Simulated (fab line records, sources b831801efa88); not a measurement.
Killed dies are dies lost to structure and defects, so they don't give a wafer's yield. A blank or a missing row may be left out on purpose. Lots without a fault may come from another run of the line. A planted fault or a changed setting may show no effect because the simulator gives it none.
fab line records | flow gf180mcu
record lots=12 wafers=34 last_day=34
route steps=602 shown SALICIDE@282 CONTACT@288
lots that met no fault: from a run of the same line without faults
start_h: hours from the record's first day to the start of the lot's first wafer shown | wait_h: hours since the lot's step before | " the same as in the row above | L1.1+2: a row that stands for several wafers | - no value, or no start given | * or withheld: withheld | < > ~ a bound
route shown NAME@n: a module of which the file shows steps, and the number in the route of the first | usual: mean/standard deviation of fault-free wafers | same: alike in all rows | chamber/n: place in a boat | sites: the reading at each site | _std_site: their standard deviation | _edge_site: outer sites' mean less inner sites' | radius_mm: how far each site lies from the wafer's centre | mask NAME#n: copy n | behind: the tool/chamber that last shaped the wafer | hold: why the lot was held/for how many hours/how that ended | device: the transistor (n, p or np) that didn't switch | end of line: the same wafers' tests at the end of the route | a step without rows: its recipe alone | killed: dies lost to structure and defects at the first sort, not the wafer's yield | map: a wafer's dies, x killed, . not, _ none there
set.NAME: the setting as run; set.NAME@STEP: as run at that earlier step | model.NAME: the simulator's own value behind a step, which no gauge read
steps of the route over a sample of lots; a table a step, a row a wafer
services: from which hour (start_h, from the record's first day; less than 0 if before it) a tool's chamber was out of use, for how many hours, and why
## steps
# step GF_SALICIDE_RS_MEAS_04
# recipe thk_meas_gauge=four-point-probe reads=TiN_of_SALICIDE_SPUTTER_03+Co_of_SALICIDE_SPUTTER_02
# usual SALICIDE_TIN_RS=16.3/0.38
# columns lot.wafer tool chamber start_h wait_h SALICIDE_TIN_RS[ohm/sq]
L159.1 film_metro-04 - 333.09 0.0 16.1
L159.5 " - " " 16.1
L159.6 " - " " 16.7
L160.3 film_metro-03 - 346.95 0.1 16.7
L160.5 " - " " 16.1
L160.6 " - " " 16.6
L162.1 film_metro-04 - 355.95 0.0 16.0
L162.3 " - " " 16.4
L162.4 " - " " 15.8
L161.1 film_metro-02 - 362.75 0.0 16.3
L161.2 " - " " 16.0
L161.5 " - " " 16.8
L163.3 film_metro-02 - 365.31 0.1 15.9
L163.4 " - " " 16.0
L163.5 " - " " 16.1
L164.2 film_metro-02 - 376.39 0.0 15.9
L164.3 " - " " 15.7
L164.4 " - " " 15.8
L165.2 film_metro-03 - 399.91 0.0 16.7
L165.3 " - " " 16.7
L165.5 " - " " 16.3
L172.3 film_metro-03 - 451.23 0.1 16.1
L172.4 " - " " 15.6
L173.3 film_metro-03 - 459.09 0.1 16.7
L173.5 " - " " 16.6
L174.2 film_metro-04 - 466.72 0.0 16.1
L174.4 " - " " 15.9
L174.5 " - " " 16.1
L176.1 film_metro-03 - 487.46 0.0 16.0
L176.2 " - " " 16.2
L176.3 " - " " 16.0
L180.1 film_metro-04 - 521.82 0.0 16.9
L180.3 " - " " 16.0
L180.5 " - " " 16.9
# step GF_CONTACT_THK_MEAS_01
# recipe reads=SiO2_of_CONTACT_CVD_00
# usual CONTACT_CVD_00_THK=300/3.3
# columns lot.wafer tool chamber start_h wait_h CONTACT_CVD_00_THK[nm]
L159.1 film_metro-02 - 333.61 0.0 294
L159.5 " - " " 295
L159.6 " - " " 296
L160.3 film_metro-03 - 347.45 0.0 299
L160.5 " - " " 296
L160.6 " - " " 302
L162.1 film_metro-03 - 356.56 0.0 301
L162.3 " - " " 300
L162.4 " - " " 297
L161.1 film_metro-01 - 363.28 0.0 296
L161.2 " - " " 299
L161.5 " - " " 300
L163.3 film_metro-01 - 365.81 0.0 295
L163.4 " - " " 296
L163.5 " - " " 300
L164.2 film_metro-03 - 376.89 0.0 297
L164.3 " - " " 302
L164.4 " - " " 297
L165.2 film_metro-01 - 400.42 0.0 303
L165.3 " - " " 299
L165.5 " - " " 298
L172.3 film_metro-01 - 451.73 0.0 304
L172.4 " - " " 300
L173.3 film_metro-03 - 459.78 0.0 304
L173.5 " - " " 303
L174.2 film_metro-01 - 467.22 0.0 304
L174.4 " - " " 302
L174.5 " - " " 303
L176.1 film_metro-03 - 488.00 0.0 298
L176.2 " - " " 298
L176.3 " - " " 298
L180.1 film_metro-03 - 522.34 0.0 296
L180.3 " - " " 304
L180.5 " - " " 303
# step GF_CONTACT_CVD_02
# recipe material=SiO2 target_thk_nm=860 precursor=TEOS temp_c=400 time_s=95.992 rf_w=600
# usual heater_power_w=653/99
# columns lot.wafer tool chamber start_h wait_h heater_power_w
L159.1 pecvd-04 2 333.67 0.1 462
L159.5 " 1 " " 713
L159.6 " 2 " " 522
L160.3 pecvd-01 1 347.49 0.0 620
L160.5 " 2 " " 834
L160.6 " 1 " " 675
L162.1 pecvd-02 2 356.62 0.1 762
L162.3 " 0 " " 476
L162.4 " 2 " " 784
L161.1 pecvd-01 0 363.34 0.1 738
L161.2 " 2 " " 819
L161.5 " 2 " " 865
L163.3 pecvd-01 2 365.85 0.0 893
L163.4 " 2 " " 721
L163.5 " 1 " " 561
L164.2 pecvd-02 1 376.94 0.0 667
L164.3 " 0 " " 526
L164.4 " 0 " " 563
L165.2 pecvd-04 1 400.47 0.0 715
L165.3 " 0 " " 651
L165.5 " 2 " " 585
L172.3 pecvd-04 1 451.77 0.0 697
L172.4 " 0 " " 719
L173.3 pecvd-04 1 459.82 0.0 593
L173.5 " 2 " " 520
L174.2 pecvd-04 0 467.27 0.0 793
L174.4 " 1 " " 702
L174.5 " 0 " " 628
L176.1 pecvd-02 0 488.06 0.1 462
L176.2 " 1 " " 641
L176.3 " 2 " " 761
L180.1 pecvd-02 1 522.40 0.1 663
L180.3 " 2 " " 793
L180.5 " 0 " " 589
# step GF_CONTACT_THK_MEAS_03
# recipe reads=SiO2_of_CONTACT_CVD_02
# usual CONTACT_CVD_02_THK=857/13
# columns lot.wafer tool chamber start_h wait_h CONTACT_CVD_02_THK[nm]
L159.1 film_metro-01 - 333.74 0.0 862
L159.5 " - " " 883
L159.6 " - " " 872
L160.3 film_metro-02 - 347.58 0.1 868
L160.5 " - " " 877
L160.6 " - " " 874
L162.1 film_metro-01 - 356.69 0.0 850
L162.3 " - " " 859
L162.4 " - " " 854
L161.1 film_metro-01 - 363.41 0.0 854
L161.2 " - " " 866
L161.5 " - " " 880
L163.3 film_metro-03 - 365.94 0.1 873
L163.4 " - " " 893
L163.5 " - " " 892
L164.2 film_metro-01 - 377.02 0.0 834
L164.3 " - " " 851
L164.4 " - " " 872
L165.2 film_metro-03 - 400.55 0.0 852
L165.3 " - " " 827
L165.5 " - " " 859
L172.3 film_metro-03 - 451.86 0.1 635
L172.4 " - " " 850
L173.3 film_metro-01 - 459.91 0.1 645
L173.5 " - " " 882
L174.2 film_metro-03 - 467.35 0.0 626
L174.4 " - " " 871
L174.5 " - " " 864
L176.1 film_metro-03 - 488.13 0.0 858
L176.2 " - " " 855
L176.3 " - " " 846
L180.1 film_metro-01 - 522.47 0.0 855
L180.3 " - " " 858
L180.5 " - " " 865
# step GF_CONTACT_CMP_04
# recipe material=SiO2 down_force_psi=4 platen_rpm=60 pad_velocity_m_s=0.94248
# usual motor_current_A=12.0/1.2 time_to_endpoint_s=107/6.3
# columns lot.wafer tool chamber start_h wait_h motor_current_A time_to_endpoint_s
L159.1 cmp-01 1 333.95 0.2 9.7 112
L159.6 " 2 " " 12.2 111
L159.5 " 3 " " 12.8 116
L160.3 cmp-02 3 347.67 0.1 10.6 113
L160.6 " 2 " " 12.8 115
L160.5 " 3 " " 11.0 119
L162.1 cmp-01 2 356.75 0.1 12.6 100
L162.4 " 3 " " 14.1 102
L162.3 " 1 " " 9.4 110
L161.1 cmp-01 0 363.55 0.1 12.6 99
L161.2 " 1 " " 10.0 112
L161.5 " 3 " " 14.4 110
L163.3 cmp-01 3 365.98 0.0 13.6 112
L163.4 " 2 " " 12.4 123
L163.5 " 3 " " 12.5 126
L164.2 cmp-01 0 377.12 0.1 12.6 93
L164.4 " 1 " " 10.0 117
L164.3 " 2 " " 12.4 102
L165.2 cmp-02 1 400.65 0.1 11.4 103
L165.3 " 2 " " 12.7 95
L165.5 " 1 " " 11.8 108
L172.3 cmp-02 1 451.95 0.1 11.2 28
L172.4 " 3 " " 10.4 109
L173.3 cmp-01 0 460.14 0.2 13.1 25
L173.5 " 1 " " 9.6 116
L174.2 cmp-01 1 467.50 0.1 9.6 21
L174.4 " 2 " " 12.3 103
L174.5 " 0 " " 13.1 103
L176.1 cmp-01 0 488.19 0.1 13.1 101
L176.2 " 1 " " 9.9 104
L176.3 " 2 " " 12.7 97
L180.3 cmp-02 3 522.63 0.1 10.8 110
L180.1 " 0 " " 12.0 105
L180.5 " 2 " " 13.6 112
# step GF_CONTACT_THK_MEAS_26
# recipe thk_meas_gauge=xrf reads=W_of_CONTACT_CVD_24
# usual CONTACT_W_THK=301/6.3
# columns lot.wafer tool chamber start_h wait_h CONTACT_W_THK[nm]
L159.1 film_metro-03 - 356.04 0.1 296
L159.5 " - " " 299
L159.6 " - " " 294
L160.3 film_metro-03 - 370.23 0.1 306
L160.5 " - " " 308
L160.6 " - " " 299
L162.1 film_metro-02 - 380.34 0.1 310
L162.3 " - " " 307
L162.4 " - " " 313
L161.1 film_metro-02 - 387.39 0.1 299
L161.2 " - " " 297
L161.5 " - " " 298
L163.3 film_metro-02 - 390.60 0.1 300
L163.4 " - " " 299
L163.5 " - " " 297
L164.2 film_metro-02 - 402.25 0.1 303
L164.3 " - " " 301
L164.4 " - " " 304
L165.2 film_metro-03 - 425.55 0.1 301
L165.3 " - " " 299
L165.5 " - " " 301
L172.3 film_metro-01 - 477.25 0.1 304
L172.4 " - " " 309
L173.3 film_metro-01 - 485.02 0.1 301
L173.5 " - " " 304
L174.2 film_metro-03 - 492.47 0.1 300
L174.4 " - " " 290
L174.5 " - " " 298
L176.1 film_metro-03 - 512.71 0.1 304
L176.2 " - " " 298
L176.3 " - " " 300
L180.1 film_metro-03 - 547.14 0.1 294
L180.3 " - " " 294
L180.5 " - " " 297
## services
# columns tool chamber start_h hours kind
cmp-02 - 328.53 0.2 repair
pecvd-04 - 346.36 6.0 pm
cmp-01 - 347.49 0.9 repair
cmp-02 - 357.12 1.3 repair
pecvd-01 - 368.88 14.0 pm
pecvd-01 0 368.88 102.1 vent_cycle
pecvd-01 1 368.88 102.1 vent_cycle
pecvd-01 2 368.88 102.1 vent_cycle
pecvd-01 - 377.30 93.6 repair
pecvd-01 0 382.88 - clean
pecvd-01 1 382.88 - clean
cmp-02 - 383.20 4.5 repair
cmp-01 - 393.51 0.3 repair
cmp-01 - 404.00 4.0 pm
cmp-01 - 408.00 - consumable_replace:conditioner
cmp-01 - 408.00 - consumable_replace:pad
cmp-02 - 416.48 6.3 pm
cmp-01 - 438.59 3.9 repair
cmp-01 - 444.92 5.4 pm
pecvd-02 1 452.61 - calibration
pecvd-02 1 465.34 4.7 repair
pecvd-04 - 487.46 5.5 pm
pecvd-04 1 503.96 6.0 repair
pecvd-04 2 516.62 6.1 repair
## key
first_sign step=GF_CONTACT_THK_MEAS_03 reading=CONTACT_CVD_02_THK direction=down sigmas=17 usual=857 struck=635
effect step=GF_CONTACT_CMP_04 reading=time_to_endpoint_s direction=down sigmas=13 usual=* struck=*
met_at GF_CONTACT_CVD_02
struck_lots L172,L173,L174
struck_wafers L172.3,L173.3,L174.2
sort_left_out L172.3,L173.3,L174.2
tester_left_out L172,L173,L174
not_acting_at GF_SALICIDE_RS_MEAS_04,GF_CONTACT_THK_MEAS_01,GF_CONTACT_THK_MEAS_26
onset_between 400.47 451.77
fault kind=process_parameter_drift tool=pecvd-04 chamber=- onset_h=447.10 steps=GF_CONTACT_CVD_02 channel=target_thk_nm offset=-223.89 shape=step end_h=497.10 scope=struck_wafers_only acts_in=these_recipes_only stated=860
# tester_left_out: of these lots the tester's yield and bins aren't shown, on N5 and GAA mostly nor the transistor test; their killed dies are dies lost to structure and defects alone, not to doping, threshold or leakage, so they don't give the yield
# sort_left_out: the simulated sort isn't trusted on such a fault, so these wafers' sort isn't shown, and their yield isn't known
